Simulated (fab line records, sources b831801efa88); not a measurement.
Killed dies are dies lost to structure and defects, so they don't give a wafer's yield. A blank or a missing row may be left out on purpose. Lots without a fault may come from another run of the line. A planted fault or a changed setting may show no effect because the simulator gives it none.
Problem report in the 8D (eight disciplines) form, filled by code | flow sky130 | the parts of the form that need people (team, actions taken, sign-off) are left out

1. THE PROBLEM
CONTACT_W_RS at SKY_CONTACT_RS_MEAS_25 reads a mean of 0.425 ohm/sq on 4 wafers of 2 lots; wafers without a fault read 0.337 ohm/sq with a standard deviation of 0.0032. That is +27 standard deviations from the usual mean.
The step: measures by four-point-probe.
First seen on wafer L623.1, day 36 11:34, on film_metro-02. The record holds 42 wafers of 14 lots with a number at this step. Rule for "out", or "out of limits": more than 4 standard deviations from the usual mean. The other wafers with a number count as sound.

2. WHAT IT IS AND WHAT IT IS NOT
question                    | is                             | is not
which readings at this step | CONTACT_W_RS                   | -
which lots                  | L623, L625                     | L610, L611, L612, L613, L614, L616, L617, L618, L619, L627, L628, L631
which wafers of those lots  | L623.1, L623.4, L625.3, L625.6 | L623.6, L625.4
read on which gauges        | film_metro-02                  | film_metro-01, film_metro-04
when                        | from day 36 11:34              | up to then (28 sound wafers); but 10 sound wafers of L625, L627, L628, L631 came after

3. SUSPECTS, AND WHAT RULES EACH OUT
Counting: a tool at a process step up to the reading stays a suspect if it ran every lot that is out. Sound lots after the first of them don't rule it out here, since some wafers of a struck lot are sound.
- the gauge at SKY_CONTACT_RS_MEAS_25: kept. All the wafers that are out were read on film_metro-02, and no step on other tools shows them out.
- cvd_w-02 at SKY_CONTACT_CVD_24 (deposits W, target thk 340 nm, time 102.12 s): kept. It ran every lot that is out, first L623 (day 36 11:27); its last sound lot up to then is L616 (day 34 20:51).
- Within cvd_w-02 at SKY_CONTACT_CVD_24: the wafers that are out ran in chamber 1; their sound lot-mates ran in chamber 0.
Left after counting: cvd_w-02 at SKY_CONTACT_CVD_24, film_metro-02 at SKY_CONTACT_RS_MEAS_25.

4. THE CAUSE (what the simulator had put in)
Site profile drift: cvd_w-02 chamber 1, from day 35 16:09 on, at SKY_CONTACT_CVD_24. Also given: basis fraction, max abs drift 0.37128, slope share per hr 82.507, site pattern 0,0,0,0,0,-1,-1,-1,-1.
Counting left 2 suspects, and this tool is among them.

5. THE CHAIN OF EFFECTS, in route order
Each row: a reading whose mean over the struck wafers that have a number lies more than 3 standard deviations from the usual. Only readings for which the record gives a usual standard deviation are gone through. hours: the time from each lot's start at the first step in this table that gives one to its start at this step, as a median over the lots. sigmas: the change in usual standard deviations.
hours | step                    | reading       | usual        | on struck wafers | change | sigmas
0     | SKY_CONTACT_RS_MEAS_25  | CONTACT_W_RS  | 0.337 ohm/sq | 0.425            | +0.088 | +27
7     | SKY_CONTACT_THK_MEAS_26 | CONTACT_W_THK | 343 nm       | 286              | -56    | -8.6

6. WHAT WOULD HAVE CAUGHT IT SOONER
In this record the first reading out of limits at a measuring or inspecting step was taken at day 36 11:34, 19 hours after the fault began at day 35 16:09.
Of the tool readings at SKY_CONTACT_CVD_24 for which the record gives a usual standard deviation, none was out on any struck wafer, so an alarm limit of 4 standard deviations on them would not have fired.
Of the lots that are out (2), L625 began SKY_CONTACT_CVD_24 on cvd_w-02 after day 36 11:34. A hold on the tool at that time would have spared it.
